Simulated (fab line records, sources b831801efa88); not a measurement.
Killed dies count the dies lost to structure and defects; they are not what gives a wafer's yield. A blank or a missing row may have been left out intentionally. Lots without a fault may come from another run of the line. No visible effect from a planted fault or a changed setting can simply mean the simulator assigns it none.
fab line records	flow sky130
record lots=5	wafers=15	last-day=50
route steps=708 shown METAL3@561 VIA3@573 PAD_OPEN@708
lots that met no fault: from a run of the same line without faults
start-h: start of the lot's first displayed wafer, in hours after the record's first day	wait-h: hours from the lot's prior step to this one	" same as the row above	L1.1+2: several wafers, shown together as one row	- no value, or no start given	* or withheld: withheld	< > ~ a bound
route shown NAME@n: a module of which the file shows steps, and the number in the route of the first	usual: mean/standard deviation taken from wafers without a fault	same: alike in all rows	chamber/n: place in a boat	sites: per-site readings	_std_site: the values' standard deviation	_edge_site: mean of outer sites minus mean of inner sites	radius-mm: how far each site lies from the wafer's centre	mask NAME#n: copy n	behind: tool/chamber where the wafer was last shaped	hold: why the lot was held/for how many hours/how that ended	device: the n, p or np transistor that did not switch	end of line: at the end of the route, the tests of the same wafers	a step with no rows: only its recipe	killed: dies that structure and defects cost at the first sort, which is not the same as the wafer's yield	map: a wafer's dies, marking killed ones x, the rest . and places with no die _
set.NAME: the setting as run; set.NAME@STEP: as run at that earlier step	model.NAME: the simulator's own value behind a step, which no gauge read
lots seen at some steps along the route; tables by step, rows by wafer
services: when a tool's chamber went out of use (start-h, in hours from the record's first day, below 0 if earlier), for how many hours, and the reason
## steps
# step SKY_METAL3_PEB_11
# recipe peb-temp-c=withheld	peb-time-s=withheld	resist=KrF-thick
# step SKY_METAL3_DEVELOP_12
# recipe develop-time-s=60	resist=KrF-thick	dev-temp-c=21
# step SKY_METAL3_CD_MEAS_13
# recipe target-cd-nm=300
# usual cd-nm=300.0/1.7
lot.wafer	tool	chamber	start-h	wait-h	cd-nm
L537.3	cd-sem-01	-	947.88	-	301.0
L537.4	"	-	"	"	300.8
L537.5	"	-	"	"	301.2
L538.2	cd-sem-02	-	952.18	-	300.9
L538.3	"	-	"	"	300.3
L538.5	"	-	"	"	300.3
L536.1	cd-sem-01	-	953.84	-	298.4
L536.3	"	-	"	"	299.8
L536.4	"	-	"	"	299.5
L551.2	cd-sem-01	-	1035.53	-	302.5
L551.4	"	-	"	"	303.8
L551.5	"	-	"	"	304.1
L555.1	cd-sem-01	-	1050.97	-	299.4
L555.4	"	-	"	"	300.3
L555.5	"	-	"	"	300.7
# step SKY_METAL3_OVL_MEAS_14
# usual METAL3_OVL=0/5.6
lot.wafer	tool	chamber	start-h	wait-h	METAL3_OVL[nm]
L537.3	overlay-02	-	947.98	0.1	2
L537.4	"	-	"	"	2
L537.5	"	-	"	"	8
L538.2	overlay-02	-	952.28	0.1	5
L538.3	"	-	"	"	-7
L538.5	"	-	"	"	-4
L536.1	overlay-02	-	953.96	0.1	-5
L536.3	"	-	"	"	-6
L536.4	"	-	"	"	-1
L551.2	overlay-01	-	1035.63	0.1	-8
L551.4	"	-	"	"	-8
L551.5	"	-	"	"	-13
L555.1	overlay-02	-	1051.09	0.1	2
L555.4	"	-	"	"	1
L555.5	"	-	"	"	-2
# step SKY_METAL3_DESCUM_15
# recipe chemistry=O2	source-power-w=150	bias-power-w=0	pressure-mtorr=10	temp-c=40	time-s=8
# usual drypump-motor-current-A=5.8/0.49	oes-product-au=0.996/0.0087
# same bias-power-w=0
lot.wafer	tool	chamber	start-h	wait-h	drypump-motor-current-A	oes-product-au	rf-hours-counter-h
L537.3	rie-metal-04	0	948.01	0.0	6.5	1.007	-
L537.4	"	1	"	"	5.4	1.008	-
L537.5	"	0	"	"	6.5	0.999	-
L538.2	rie-metal-04	1	952.31	0.0	5.4	1.015	12
L538.3	"	1	"	"	5.4	1.007	-
L538.5	"	0	"	"	6.5	0.997	-
L536.1	rie-metal-04	0	954.00	0.0	6.6	0.987	15
L536.3	"	0	"	"	6.6	0.991	-
L536.4	"	1	"	"	5.4	1.002	-
L551.2	rie-metal-01	0	1035.66	0.0	5.9	0.983	11
L551.4	"	1	"	"	6.2	0.995	-
L551.5	"	1	"	"	6.2	0.991	-
L555.1	rie-metal-01	1	1051.13	0.0	6.2	1.010	18
L555.4	"	1	"	"	6.2	1.016	-
L555.5	"	1	"	"	6.2	1.009	-
# step SKY_METAL3_ETCH_16
# recipe chemistry=N2/H2	target=BARC	ion-energy-ev=200	bias-w=100	pressure-mtorr=30	n2-flow-sccm=100	h2-flow-sccm=200	icp-w=500	stop-on=SiO2	time-s=88.2	target-depth-a=600
# usual drypump-motor-current-A=5.8/0.5	oes-product-au=0.625/0.0047	throttle-valve-pct=13.204/0.0094
lot.wafer	tool	chamber	start-h	wait-h	drypump-motor-current-A	oes-product-au	rf-hours-counter-h	throttle-valve-pct
L537.3	rie-metal-04	0	948.06	0.0	6.6	0.627	-	13.201
L537.4	"	1	"	"	5.4	0.635	-	13.206
L537.5	"	0	"	"	6.6	0.631	-	13.208
L538.2	rie-metal-04	1	952.34	0.0	5.4	0.635	12	13.224
L538.3	"	1	"	"	5.4	0.620	-	13.220
L538.5	"	0	"	"	6.6	0.627	-	13.213
L536.1	rie-metal-04	0	954.03	0.0	6.6	0.628	15	13.221
L536.3	"	0	"	"	6.6	0.624	-	13.203
L536.4	"	1	"	"	5.4	0.635	-	13.204
L551.2	rie-metal-01	0	1035.70	0.0	5.9	0.625	11	13.193
L551.4	"	1	"	"	6.2	0.617	-	13.203
L551.5	"	1	"	"	6.2	0.627	-	13.191
L555.1	rie-metal-01	1	1051.16	0.0	6.1	0.623	18	13.198
L555.4	"	1	"	"	6.1	0.625	-	13.191
L555.5	"	1	"	"	6.2	0.626	-	13.218
# step SKY_METAL3_ETCH_17
# recipe target=SiO2	stop-on=TiN	chemistry=C4F8/O2/Ar	source-w=1500	bias-w=1200	pressure-mtorr=40	c4f8-flow-sccm=withheld	O2_flow_sccm=6	Ar_flow_sccm=300	time-s=3.9	target-depth-a=150
# usual oes-product-au=0.756/0.007
lot.wafer	tool	chamber	start-h	wait-h	oes-product-au	rf-hours-counter-h
L537.3	rie-diel-02	1	948.13	0.0	0.760	14
L537.4	"	3	"	"	0.761	9
L537.5	"	1	"	"	0.764	-
L538.2	rie-diel-04	3	952.44	0.1	0.752	7
L538.3	"	0	"	"	0.752	27
L538.5	"	3	"	"	0.762	-
L536.1	rie-diel-04	2	954.13	0.1	0.750	20
L536.3	"	0	"	"	0.758	27
L536.4	"	1	"	"	0.757	17
L551.2	rie-diel-04	1	1035.79	0.1	0.756	20
L551.4	"	2	"	"	0.771	24
L551.5	"	0	"	"	0.760	-
L555.1	rie-diel-01	1	1051.26	0.1	0.752	5
L555.4	"	3	"	"	0.763	20
L555.5	"	2	"	"	0.764	-
# step SKY_METAL3_METAL_ETCH_18
# recipe target-depth-a=8450	stop-on=SiO2	over-etch-frac=0.3	time-s=183.1	chemistry=Cl2/BCl3	resist-sidewall-deg=88	pressure-mtorr=10	icp-w=900	bias-w=48.5	Cl2_flow_sccm=60	bcl3-flow-sccm=30
# usual drypump-motor-current-A=5.9/0.5	oes-product-au=0.865/0.0062	throttle-valve-pct=22.266/0.0094
# same over-etch-frac=0.3
lot.wafer	tool	chamber	start-h	wait-h	drypump-motor-current-A	oes-product-au	rf-hours-counter-h	throttle-valve-pct
L537.3	rie-metal-02	1	948.21	0.1	6.0	0.868	-	22.279
L537.4	"	0	"	"	5.1	0.864	-	22.265
L537.5	"	1	"	"	6.0	0.869	-	22.254
L538.2	rie-metal-02	0	952.46	0.0	5.1	0.857	3	22.280
L538.3	"	0	"	"	5.0	0.860	-	22.264
L538.5	"	1	"	"	6.0	0.861	-	22.275
L536.1	rie-metal-02	0	954.15	0.0	5.1	0.872	3	22.277
L536.3	"	0	"	"	5.1	0.865	-	22.245
L536.4	"	1	"	"	6.0	0.870	-	22.266
L551.2	rie-metal-02	0	1035.81	0.0	5.0	0.856	7	22.275
L551.4	"	0	"	"	5.1	0.860	-	22.265
L551.5	"	0	"	"	5.1	0.862	-	22.264
L555.1	rie-metal-04	1	1051.28	0.0	5.4	0.856	18	22.248
L555.4	"	0	"	"	6.6	0.864	-	22.274
L555.5	"	1	"	"	5.4	0.877	-	22.266
# step SKY_METAL3_STRIP_19
# recipe chemistry=O2/N2	power-w=1400	pressure-mtorr=1500	platen-temp-c=withheld	o2-flow-sccm=3000	n2-flow-sccm=300	overash-fraction=0.5
# usual drypump-motor-current-A=5.9/0.48	oes-product-au=0.503/0.0055	strip-time-to-endpoint-s=6.57/0.069
lot.wafer	tool	chamber	start-h	wait-h	drypump-motor-current-A	oes-product-au	rf-hours-counter-h	strip-time-to-endpoint-s
L537.3	plasma-asher-02	0	948.36	0.1	6.6	0.501	-	6.42
L537.4	"	1	"	"	5.7	0.495	-	6.50
L537.5	"	0	"	"	6.6	0.495	-	6.40
L538.2	plasma-asher-04	1	952.64	0.1	5.9	0.499	113	6.48
L538.3	"	0	"	"	5.0	0.502	-	6.61
L538.5	"	0	"	"	5.0	0.493	-	6.46
L536.1	plasma-asher-02	1	954.39	0.2	5.7	0.512	82	6.63
L536.3	"	1	"	"	5.7	0.510	-	6.66
L536.4	"	0	"	"	6.7	0.500	-	6.53
L551.2	plasma-asher-03	1	1035.99	0.1	5.6	0.506	29	6.68
L551.4	"	0	"	"	6.2	0.505	-	6.62
L551.5	"	1	"	"	5.6	0.501	-	6.65
L555.1	plasma-asher-02	1	1051.45	0.1	5.7	0.504	91	6.55
L555.4	"	1	"	"	5.7	0.510	-	6.64
L555.5	"	1	"	"	5.7	0.511	-	6.57
# step SKY_METAL3_STRIP_20
# recipe chemistry=post-etch-residue-remover	time-s=1200	temp-c=72.5
# step SKY_METAL3_CLEAN_21
# recipe chemistry=IPA	time-s=180	temp-c=25
# step SKY_METAL3_CLEAN_22
# recipe chemistry=O3/DIW	dry=n2-spin
# step SKY_VIA3_HDPCVD_00
# recipe material=SiO2	target-thk-nm=1635	sigma-open-frac=0.3	time-s=272.5	temp-c=400	sih4-flow-sccm=60	pressure-mtorr=6
# usual run-length-s=300.3/0.49
lot.wafer	tool	chamber	start-h	wait-h	run-length-s	model.SiO2_of_VIA3_HDPCVD_00.thk-nm
L537.3	hdpcvd-02	2	949.01	0.0	299.5	1610
L537.4	"	2	"	"	299.8	1616
L537.5	"	0	"	"	301.5	1643
L538.2	hdpcvd-01	1	953.32	0.0	300.1	1642
L538.3	"	0	"	"	300.1	1642
L538.5	"	2	"	"	300.5	1641
L536.1	hdpcvd-01	1	954.98	0.0	299.9	1647
L536.3	"	0	"	"	300.0	1638
L536.4	"	2	"	"	301.0	1638
L551.2	hdpcvd-01	2	1036.58	0.0	348.7	1932
L551.4	"	1	"	"	299.9	1632
L551.5	"	0	"	"	300.0	1663
L555.1	hdpcvd-02	0	1052.05	0.0	301.0	1613
L555.4	"	0	"	"	301.5	1622
L555.5	"	1	"	"	299.9	1630
# step SKY_VIA3_THK_MEAS_01
# recipe reads=SiO2_of_VIA3_HDPCVD_00
# usual VIA3_HDPCVD_THK=1629/17
lot.wafer	tool	chamber	start-h	wait-h	VIA3_HDPCVD_THK[nm]
L537.3	film-metro-02	-	949.20	0.1	1611
L537.4	"	-	"	"	1615
L537.5	"	-	"	"	1642
L538.2	film-metro-02	-	953.50	0.1	1642
L538.3	"	-	"	"	1643
L538.5	"	-	"	"	1640
L536.1	film-metro-01	-	955.15	0.1	1648
L536.3	"	-	"	"	1638
L536.4	"	-	"	"	1638
L551.2	film-metro-01	-	1036.76	0.1	1930
L551.4	"	-	"	"	1632
L551.5	"	-	"	"	1663
L555.1	film-metro-01	-	1052.21	0.1	1615
L555.4	"	-	"	"	1623
L555.5	"	-	"	"	1629
# step SKY_VIA3_CMP_02
# recipe material=SiO2	down-force-psi=4	platen-rpm=60	pad-velocity-m-s=0.94248
# step SKY_PAD_OPEN_PROBE_99
# usual defect-limited-yield=82.3/1.9	killed_at_M0_to_M3=44/6.5	killed_at_M4_up=3.3/1.9	killed-at-contacts=24/5.3	killed-at-front-end=15/4.5	killed-at-other=0.3/0.58	killed-dies=87/9.3	killed-open=48/6.6	killed-short=39/6.1	sort_bin_3_pad_short=0.9/0.46	sort_bin_5_function=10.5/1.6	sort_bin_6_memory=6.3/1.1	sort-n-pass=405/9.3	sort-yield-pct=82.3/1.9
# same gross-dies=492	killed-at-back-side=0	sort_bin_4_leakage[%]=0	sort_bin_8_speed[%]=0
lot.wafer	tool	chamber	start-h	wait-h	defect-limited-yield[%]	killed_at_M0_to_M3	killed_at_M4_up	killed-at-contacts	killed-at-front-end	killed-at-other	killed-dies	killed-open	killed-short	sort_bin_3_pad_short[%]	sort_bin_5_function[%]	sort_bin_6_memory[%]	sort-n-pass	sort-yield-pct[%]
L538.2	prober-01	-	1115.84	0.1	82.3	46	0	25	15	1	87	52	35	0.4	10.0	7.3	405	82.3
L538.3	prober-01	-	1115.89	0.2	83.1	32	5	30	15	1	83	42	41	2.0	8.3	6.5	409	83.1
L538.5	prober-01	-	1115.99	0.2	78.9	53	3	31	17	0	104	59	45	1.0	11.2	8.9	388	78.9
# killed by level:class
L538.2 VIA1:geometric-particle:open=12 CONTACT:geometric-particle:open=10 LI_CONTACT:geometric-particle:open=8 VIA2:geometric-particle:open=8 METAL2:geometric-particle:short=6 VIA2:geometric-particle:short=6 FIELD_ISO:geometric-particle:short=4 VIA1:geometric-particle:short=4
L538.3 VIA2:geometric-particle:open=9 CONTACT:geometric-particle:open=8 CONTACT:geometric-particle:short=8 LI_CONTACT:geometric-particle:open=7 FIELD_ISO:geometric-particle:open=5 METAL1:geometric-particle:short=5 VIA1:geometric-particle:short=5 LOCAL_INTERCONNECT:geometric-particle:short=4
L538.5 VIA1:geometric-particle:open=13 CONTACT:geometric-particle:open=11 LI_CONTACT:geometric-particle:open=9 VIA3:geometric-particle:open=8 VIA1:geometric-particle:short=6 FIELD_ISO:geometric-particle:short=5 FIELD_ISO:geometric-particle:open=5 POLY_GATE:geometric-particle:short=5
## services
tool	chamber	start-h	hours	kind
rie-diel-02	-	926.95	0.2	repair
plasma-asher-04	-	935.68	2.0	repair
rie-metal-01	-	944.58	14.6	pm
plasma-asher-03	-	945.31	1.2	repair
rie-diel-04	0	945.94	1.3	repair
hdpcvd-02	-	950.25	15.0	pm
rie-diel-02	2	952.19	10.8	repair
rie-diel-04	0	960.34	-	clean
rie-diel-02	0	963.33	1.2	repair
hdpcvd-02	-	973.17	5.4	repair
rie-diel-01	2	977.68	33.4	repair
rie-diel-02	1	984.12	5.0	repair
plasma-asher-02	-	985.89	5.4	repair
rie-diel-04	-	986.23	0.2	repair
rie-diel-01	1	992.39	5.0	repair
hdpcvd-01	-	996.92	0.7	repair
hdpcvd-02	-	997.18	1.1	repair
rie-diel-04	3	1006.74	11.1	repair
plasma-asher-04	-	1013.77	15.6	pm
rie-diel-02	0	1014.64	6.9	repair
hdpcvd-01	2	1017.49	12.9	repair
plasma-asher-03	-	1019.86	2.2	repair
plasma-asher-04	-	1042.40	0.6	repair
rie-diel-02	-	1046.93	2.8	pm
## key
first-sign step=SKY_VIA3_HDPCVD_00	reading=run-length-s	direction=up	sigmas=98	usual=*	struck=*
effect step=SKY_VIA3_THK_MEAS_01	reading=VIA3_HDPCVD_THK	direction=up	sigmas=18	usual=1629	struck=1930
model-effect step=SKY_VIA3_HDPCVD_00	value=SiO2_of_VIA3_HDPCVD_00.thk-nm	without=1642	struck=1932
met-at SKY_VIA3_HDPCVD_00
struck-wafers L551.2
onset-between 954.98 1036.58
fault kind=process-parameter-drift	tool=hdpcvd-01	chamber=-	onset-h=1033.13	steps=SKY_VIA3_HDPCVD_00	channel=time-s	offset=*	shape=step	end-h=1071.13	scope=struck-wafers-only	acts-in=*	stated=*
